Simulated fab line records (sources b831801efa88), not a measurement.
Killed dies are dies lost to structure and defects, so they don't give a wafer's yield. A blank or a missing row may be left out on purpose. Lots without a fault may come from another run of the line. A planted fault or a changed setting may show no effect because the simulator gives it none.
The tool behind it: which one?    flow sky130    12 lots with 36 wafers sampled at 3 steps, on a route of 708 steps

== WHAT THE GAUGES SHOWED, per wafer ==
SKY_VIA2_CD_MEAS_12 targets a cd of 200 nm. Usual: 200.1 nm for cd nm, sd 1.4.
lot   measured      on         cd nm (nm)         flag
L714  day 37 00:49  cd sem-01  201.0 200.9 201.6  
L715  day 37 02:08  cd sem-01  198.6 200.7 199.9  
L716  day 37 20:25  cd sem-02  199.6 199.8 200.9  
L717  day 37 21:31  cd sem-02  198.8 198.2 199.8  
L719  day 38 09:10  cd sem-01  200.6 200.3 200.4  
L718  day 38 10:55  cd sem-02  197.9 198.1 198.5  
L720  day 38 20:21  cd sem-02  202.6 202.4 201.7  
L721  day 38 21:52  cd sem-02  200.7 200.8 201.4  
L724  day 40 11:25  cd sem-02  199.7 200.6 199.8  
L727  day 40 23:28  cd sem-01  200.4 202.7 201.5  
L728  day 41 04:56  cd sem-02  200.1 199.2 199.2  
L729  day 41 15:08  cd sem-02  198.0 198.0 198.3  

SKY_VIA2_OVL_MEAS_13. Usual: VIA2_OVL 6 nm, standard deviation 5.7.
lot   measured      on          VIA2_OVL (nm)  flag
L714  day 37 00:56  overlay-02  2 -1 -7        
L715  day 37 02:14  overlay-02  0 5 1          
L716  day 37 20:32  overlay-02  9 12 6         
L717  day 37 21:38  overlay-02  -1 -5 3        
L719  day 38 09:17  overlay-02  4 5 10         
L718  day 38 11:02  overlay-02  9 3 10         
L720  day 38 20:26  overlay-02  16 14 13       
L721  day 38 21:57  overlay-02  3 1 5          
L724  day 40 11:30  overlay-02  42 40 41       OFF
L727  day 40 23:35  overlay-01  8 -9 -2        
L728  day 41 05:02  overlay-02  45 41 40       OFF
L729  day 41 15:14  overlay-01  37 35 35       OFF

== WHAT TOOL EACH LOT RAN ON (gives the tool, then ch and the chambers of the sampled wafers, and finally the start) ==
lot   SKY_VIA2_EXPOSE_09
L714  krf scanner-01 ch 0, day 36 12:20
L715  krf scanner-01 ch 0, day 36 13:38
L716  krf scanner-02 ch 0, day 37 07:50
L717  krf scanner-02 ch 0, day 37 08:34
L719  krf scanner-02 ch 0, day 37 19:43
L718  krf scanner-01 ch 0, day 37 22:35
L720  krf scanner-01 ch 0, day 38 07:48
L721  krf scanner-02 ch 0, day 38 10:07
L724  krf scanner-01 ch 0, day 39 23:54
L727  krf scanner-02 ch 0, day 40 12:17
L728  krf scanner-01 ch 0, day 40 17:36
L729  krf scanner-01 ch 0, day 41 02:59
- SKY_VIA2_EXPOSE_09: exposes mask VIM2, target cd 200 nm.

== WHAT THE TOOLS THEMSELVES READ (means of the sampled wafers that have a number; where no wafer has one, the mark that the record gives instead) ==
The record holds no such reading with a usual standard deviation.

== THE ANSWER, worked out from the rows above alone ==
Rule: a lot is off if the mean of its wafers that have a number lies more than 3 standard deviations from the usual mean. Also off: a lot with no number at a reading for which 4 or more lots have one. The other lots that the step has rows for count as sound. The gauges are gone through in route order, then the tools' own readings, and for those a lot's mean is taken as printed above. The first step at which some lot is off is used, and at that step the reading that is off furthest; a lot without a number counts as furthest.
Off: L724, L728, L729, seen at SKY_VIA2_OVL_MEAS_13 (VIA2_OVL).
A tool fits if, at a process step before that reading, it ran every lot that is off, and no sound lot after the first of them. Gauges at SKY_VIA2_OVL_MEAS_13: tried the same way as those tools. One candidate fits, namely krf scanner-01 at SKY_VIA2_EXPOSE_09. Its last sound lot is L720 (day 38 07:48), its first lot that is off L724 (day 39 23:54): a fault that began between those two fits.

== WHAT WAS PUT IN BY THE SIMULATOR ==
Scanner matching overlay: krf scanner-01, from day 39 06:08 on, at SKY_VIA2_EXPOSE_09. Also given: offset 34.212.
Shown lots that were struck: L724, L728, L729. The rule given above showed the same thing.
